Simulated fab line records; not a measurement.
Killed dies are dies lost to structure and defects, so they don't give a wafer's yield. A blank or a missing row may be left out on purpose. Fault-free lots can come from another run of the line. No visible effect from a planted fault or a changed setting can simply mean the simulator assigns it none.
Comparing a struck lot with a sound one / flow sky130 / 17 steps out of a route of 708
Sound: wafers L414.1, L414.4, L414.5. The struck wafers were L424.2, L424.4. The cause is given at the end.
At each step with rows: each side's tool, then ch and its chambers, then its first start. Under that, the readings that differ: sound wafers / struck wafers / difference of the means / sigmas: that difference in standard deviations of wafers without a fault.
alike: words and numbers the same on both sides, and readings whose means are apart by under 2 such deviations; not compared: readings that were withheld, readings missing a value for some wafer, numbers with overlapping values and no deviation given by the record, and bounds like >300 which may hide the same value.
A row with sigmas, a row that says differs or no value, or rows on one side alone: a step with any of these is where the two part. When numbers do not overlap yet have no deviation, they are printed without sigmas and do not part them. Lack of a reading on every wafer of one side parts them only where that side has two or more wafers.

first, 5 steps without rows for these wafers: SKY_SD_N_COAT_02 (resist thk 1140 nm); SKY_SD_N_SOFTBAKE_03 (time 60 s); SKY_SD_N_EXPOSE_04 (exposes mask NSDM, target cd 380 nm); SKY_SD_N_PEB_05; SKY_SD_N_DEVELOP_06 (develop time 60 s).
SKY_SD_N_CD_MEAS_07: target cd 380 nm.
  sound: cd_sem-01 at day 29 21:46; struck: cd_sem-01 at day 33 08:19
  alike: cd_nm
SKY_SD_N_OVL_MEAS_08:
  sound: overlay-02 at day 29 21:53; struck: overlay-01 at day 33 08:25
  alike: SD_N_OVL
then, 2 steps without rows for these wafers: SKY_SD_N_IMPLANT_09; SKY_SD_N_IMPLANT_10.
SKY_SD_N_STRIP_11: strips in O2/N2.
  sound on plasma_asher-02 ch 1, day 29 22:14; struck on plasma_asher-04 ch 0, day 33 08:44
  alike: drypump_motor_current_A, oes_product_au, strip_time_to_endpoint_s
  not compared: rf_hours_counter_h
SKY_SD_N_TW_MEAS_12:
  sound: film_metro-01 at day 29 22:20; struck: film_metro-03 at day 33 08:51
  alike: SD_N_TW
then, 1 step without rows for these wafers: SKY_SD_N_CLEAN_13 (cleans in SC1/SC2, time 150 s).
SKY_SD_N_RTA_14: time 2 s.
  sound on rtp_anneal-02 ch 0, day 29 22:26; struck on rtp_anneal-02 ch 0, day 33 08:58
reading=wafer_temp_C_max; sound=1076.3 1077.6 1077.6; struck=1083.9 1084.7; difference=+7.1; sigmas=+5
  alike: lamp_power_pct
SKY_SD_N_RS_MEAS_16: the measuring method here is four-point-probe.
  sound: film_metro-03 at day 29 22:37; struck: film_metro-01 at day 33 09:12
reading=SD_N_RS (ohm/sq); sound=68.40 68.51 68.49; struck=67.55 67.60; difference=-0.89; sigmas=-9
SKY_SD_N_RS_MEAS_17: the measuring method here is four-point-probe.
  sound: film_metro-03 at day 29 22:44; struck: film_metro-01 at day 33 09:19
reading=SD_P_RS (ohm/sq); sound=146.9 146.5 146.7; struck=142.5 142.9; difference=-4.0; sigmas=-12
SKY_SD_N_RS_MEAS_18: the measuring method here is four-point-probe.
  sound: film_metro-03 at day 29 22:52; struck: film_metro-01 at day 33 09:26
  alike: RES_XHIGH_RS
-- a jump in the record: the struck wafers' starts before and after are 16 days apart (it breaks off in module SD_N and resumes in module PAD_OPEN, where the first step shown is number 708 of the route) --
SKY_PAD_OPEN_PROBE_99:
  sound: prober-02 at day 47 05:44; struck: prober-02 at day 49 17:38
reading=model.etest.res_pdiff.line_ohm_um; sound=1367 1401 1341; struck=1326 1307; difference=-53; sigmas=
reading=model.etest.res_high_po.line_ohm_um; sound=735.4 744.4 737; struck=723.5 724; difference=-15.2; sigmas=
reading=model.etest.licon_high_po.rc_ohm; sound=341.3 355.3 348.3; struck=332.2 332.1; difference=-16.2; sigmas=
reading=model.etest.res_pdiff_hv.rs_ohm_sq; sound=189.2 188.6 189.3; struck=187.5 185.7; difference=-2.4; sigmas=
reading=model.etest.res_pdiff.rs_ohm_sq; sound=195.2 195.2 193.5; struck=191.1 191.4; difference=-3.4; sigmas=
  alike: killed_at_M0_to_M3, killed_at_M4_up, killed_at_contacts, killed_at_front_end, killed_at_other, killed_dies, killed_open, killed_short
  not compared: model.etest.res_high_po.rs_ohm_sq

WHERE THEY PART
Last at SKY_SD_N_RS_MEAS_17 as far as this record goes, first at SKY_SD_N_RTA_14. Later steps at which nothing parts them and some readings are alike: SKY_SD_N_RS_MEAS_18, SKY_PAD_OPEN_PROBE_99.

WHY: what the simulator had put in
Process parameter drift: rtp_anneal-02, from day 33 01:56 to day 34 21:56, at SKY_SD_N_RTA_14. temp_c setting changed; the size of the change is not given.
